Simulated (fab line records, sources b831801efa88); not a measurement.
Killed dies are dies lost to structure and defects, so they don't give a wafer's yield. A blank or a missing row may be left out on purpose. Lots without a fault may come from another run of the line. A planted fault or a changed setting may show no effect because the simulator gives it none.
A struck lot beside a sound one | flow sky130 | 33 steps out of a route of 708
Sound: wafers L707.1, L707.3, L707.6. Struck: wafers L717.2, L717.4, L717.5. The cause comes at the end.
At each step with rows: each side's tool, then ch and its chambers, then its first start. Under that, the readings that differ: sound wafers | struck wafers | difference of the means | sigmas: that difference in standard deviations of wafers without a fault.
alike: readings whose means differ by less than 2 such deviations, and words and numbers that are the same on both sides. not compared: withheld readings, readings that some wafer has no value for, bounds like >300 that may hide the same value, and numbers for which the record gives no deviation and whose values overlap.
The two part at a step that has a row with sigmas, a row that says differs or no value, or rows on one side only. Numbers that don't overlap but have no deviation are shown without sigmas and don't part them. A reading that every wafer of one side lacks parts them only if that side has two wafers or more.

first, 8 steps without rows for these wafers: SKY_LOCAL_INTERCONNECT_ETCH_13 (etches BARC in N2/H2, stops on SiO2, time 45.9 s, target depth 60 nm); SKY_LOCAL_INTERCONNECT_METAL_ETCH_14 (etches TiN in Cl2/BCl3, stops on PSG, target depth 110 nm, time 31.4 s); SKY_LOCAL_INTERCONNECT_STRIP_15 (strips in O2/N2); SKY_LOCAL_INTERCONNECT_STRIP_16 (strips in post etch residue remover, time 1200 s); SKY_LOCAL_INTERCONNECT_CLEAN_17 (cleans in IPA, time 180 s); SKY_LOCAL_INTERCONNECT_CLEAN_18 (cleans in O3/DIW); SKY_CONTACT_CVD_00 (deposits Si3N4, target thk 75 nm); SKY_CONTACT_HDPCVD_02 (deposits SiO2, target thk 565 nm, time 94.2 s).
SKY_CONTACT_CMP_04: polishes SiO2.
  sound on cmp-01 ch 1,2,3, day 31 14:07; struck on cmp-01 ch 2,3, day 35 06:10
  reading                                     | sound             | struck            | difference | sigmas
  head_pressure_psi (psi)                     | 4.006 4.011 4.012 | 2.607 2.606 2.611 | -1.402     | -99 or more
  time_to_endpoint_s (s)                      | 80 79 82          | 107 107 110       | +28        | +6
  model.SiO2_of_CONTACT_HDPCVD_02.thk_nm (nm) | 341.9 341 340     | 372.2 372.5 374.7 | +32.2      |
  alike: motor_current_A, retaining_ring_pressure_frac
SKY_CONTACT_BOW_MEAS_05:
  sound on film_metro-01, day 31 14:22; struck on film_metro-04, day 35 06:46
  reading          | sound    | struck | difference                    | sigmas
  CONTACT_BOW (um) | 95 87 83 | - - -  | no value on the struck wafers |
  not compared: hold
then, 8 steps without rows for these wafers: SKY_CONTACT_HMDS_07 (prime time 60 s); SKY_CONTACT_COAT_08 (resist thk 60 nm); SKY_CONTACT_COAT_09 (resist thk 450 nm); SKY_CONTACT_SOFTBAKE_10 (time 90 s); SKY_CONTACT_EXPOSE_11 (exposes mask CTM1, target cd 170 nm); SKY_CONTACT_PEB_12; SKY_CONTACT_DEVELOP_13 (develop time 60 s); SKY_CONTACT_ETCH_16 (etches BARC in N2/H2, stops on SiO2, time 45.9 s, target depth 60 nm).
SKY_CONTACT_ETCH_17: etches SiO2 in C4F8/O2/Ar, stops on Si3N4, target depth 340 nm.
  sound on rie_diel-03 ch 0,1,3, day 32 17:35; struck on rie_diel-02 ch 0,3, day 36 09:14
  reading                             | sound             | struck            | difference | sigmas
  oes_product_au (a.u.)               | 0.897 0.895 0.893 | 0.934 0.941 0.944 | +0.045     | +9
  model.CONTACT.feature_depth_nm (nm) | 341.9 341 340     | 372.2 372.5 374.7 | +32.2      |
  model.etch.depth_nm (nm)            | 341.9 341 340     | 372.2 372.5 374.7 | +32.2      |
then, 13 steps without rows for these wafers: SKY_CONTACT_ETCH_18 (etches Si3N4 in CHF3/O2, stops on TiN, time 39 s, target depth 75 nm); SKY_CONTACT_STRIP_19 (strips in O2/N2); SKY_CONTACT_STRIP_20 (strips in post etch residue remover, time 1200 s); SKY_CONTACT_CLEAN_21 (cleans in IPA, time 180 s); SKY_CONTACT_CLEAN_22 (cleans in O3/DIW); SKY_CONTACT_SPUTTER_23 (material TiN, target thk 20 nm, time 80 s); SKY_CONTACT_CVD_24 (deposits W, target thk 340 nm, time 102.12 s); SKY_CONTACT_CMP_27 (polishes, stops on SiO2, t overpolish 15 s, target thk 0 nm); SKY_METAL1_SPUTTER_00 (material Ti, target thk 15 nm, time 10 s); SKY_METAL1_SPUTTER_01 (material TiN, target thk 20 nm, time 16.7 s); SKY_METAL1_SPUTTER_02 (material AlCu, target thk 250 nm, time 13.3 s); SKY_METAL1_SPUTTER_03 (material Ti, target thk 5 nm, time 3.3 s); SKY_METAL1_SPUTTER_04 (material TiN, target thk 70 nm, time 58.3 s).
SKY_METAL1_METAL_ETCH_19: etches the open film in Cl2/BCl3, stops on SiO2, target depth 360 nm, time 78 s.
  sound on rie_metal-03 ch 0,1, day 33 21:57; struck on rie_metal-04 ch 0,1, day 37 12:50
  reading                                     | sound             | struck            | difference | sigmas
  model.SiO2_of_CONTACT_HDPCVD_02.thk_nm (nm) | 327.6 326.6 325.7 | 358.4 358.5 360.8 | +32.6      |
  alike: drypump_motor_current_A, oes_product_au, throttle_valve_pct
  not compared: rf_hours_counter_h

WHERE THEY PART
First at SKY_CONTACT_CMP_04; last, within this record, at SKY_CONTACT_ETCH_17. Later steps at which nothing parts them and some readings are alike: SKY_METAL1_METAL_ETCH_19.

WHY: what the simulator had put in
Process parameter drift: cmp-01, from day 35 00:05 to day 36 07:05, at SKY_CONTACT_CMP_04. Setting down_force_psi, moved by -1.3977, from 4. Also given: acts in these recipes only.
